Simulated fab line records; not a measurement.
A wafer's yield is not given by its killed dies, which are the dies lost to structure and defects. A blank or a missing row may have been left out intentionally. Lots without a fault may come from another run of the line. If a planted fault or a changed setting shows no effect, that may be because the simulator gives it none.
Commonality check across tools    flow sky130    33 wafers sampled across 11 lots

== REASON IT WAS OPENED ==
1 of 11 lots carry a flag on the reading LDD_HVN_TW at SKY_LDD_HVN_TW_MEAS_10. Wafers without a fault read 1435, standard deviation 7.3.
Rule: a lot is flagged in two cases, either no wafer of it has a number, or all its wafers with numbers fall more than 4 standard deviations from that mean. As for the other lots, they are considered sound.

lot   measured      on             LDD_HVN_TW, wafer by wafer  flag
L491  day 20 15:41  film-metro-03  1448 1454 1456              
L492  day 20 20:04  film-metro-04  1439 1434 1438              
L493  day 21 08:01  film-metro-04  1431 1429 1433              
L496  day 22 07:06  film-metro-02  1430 1429 1429              
L498  day 22 20:37  film-metro-02  1437 1432 1436              
L505  day 25 05:37  film-metro-04  30 30 30                    FLAGGED
L506  day 25 21:54  film-metro-02  1436 1435 1433              
L510  day 26 19:57  film-metro-02  1440 1439 1430              
L511  day 27 09:28  film-metro-03  1432 1425 1428              
L512  day 28 02:36  film-metro-04  1434 1435 1434              
L514  day 28 10:25  film-metro-04  1435 1438 1432              
Averaged over the flagged lots the numbers come to 30, -1405 from the usual (-99 or more standard deviations).

== EACH LOT AND THE TOOL IT RAN ON ==
The record keeps 1 process step preceding the reading, out of 708 steps on the route. Read each cell as the tool, then ch plus the chambers that the sampled wafers visited, then the start.
lot   flag     SKY_LDD_HVN_EXPOSE_04
L491           iline-stepper-02 ch 0, day 20 00:41
L492           iline-stepper-01 ch 0, day 20 04:52
L493           iline-stepper-01 ch 0, day 20 16:17
L496           iline-stepper-01 ch 0, day 21 14:59
L498           iline-stepper-01 ch 0, day 22 05:55
L505  FLAGGED  iline-stepper-01 ch 0, day 24 14:17
L506           iline-stepper-02 ch 0, day 25 06:53
L510           iline-stepper-02 ch 0, day 26 05:53
L511           iline-stepper-01 ch 0, day 26 18:41
L512           iline-stepper-01 ch 0, day 27 12:14
L514           iline-stepper-01 ch 0, day 27 20:40
What the steps here do:
- SKY_LDD_HVN_EXPOSE_04: exposes mask HVNTM, target cd 700 nm.
- SKY_LDD_HVN_TW_MEAS_10

== FLAGGED OVER TOTAL, TOOL BY TOOL (the gauges that took the reading come last) ==
step                    tool              lots run  flagged  share of the flagged lots  sound lots run after its first flagged lot
SKY_LDD_HVN_EXPOSE_04   iline-stepper-01  8         1        all                        3 (L511,L512,L514)
SKY_LDD_HVN_EXPOSE_04   iline-stepper-02  3         0        none                       -
SKY_LDD_HVN_TW_MEAS_10  film-metro-02     4         0        none                       -
SKY_LDD_HVN_TW_MEAS_10  film-metro-03     2         0        none                       -
SKY_LDD_HVN_TW_MEAS_10  film-metro-04     5         1        all                        2 (L512,L514)

== THE TABLE: WHAT IT ALLOWS ==
Rows of the table that ran all the flagged lots, 2 in number: iline-stepper-01 at SKY_LDD_HVN_EXPOSE_04; film-metro-04 at SKY_LDD_HVN_TW_MEAS_10.
- iline-stepper-01 at SKY_LDD_HVN_EXPOSE_04 ran 8 lots, 1 of them flagged. Sound lots followed the first flagged one (L511, L512, L514) on it, something a lasting fault affecting the whole tool could not allow.
- film-metro-04 at SKY_LDD_HVN_TW_MEAS_10 ran 5 lots, 1 of them flagged. Sound lots followed the first flagged one (L512, L514) on it, something a lasting fault affecting the whole tool could not allow.
Every row of the table either missed a flagged lot or ran a sound lot after the first.

== WHAT HAD BEEN PUT IN BY THE SIMULATOR ==
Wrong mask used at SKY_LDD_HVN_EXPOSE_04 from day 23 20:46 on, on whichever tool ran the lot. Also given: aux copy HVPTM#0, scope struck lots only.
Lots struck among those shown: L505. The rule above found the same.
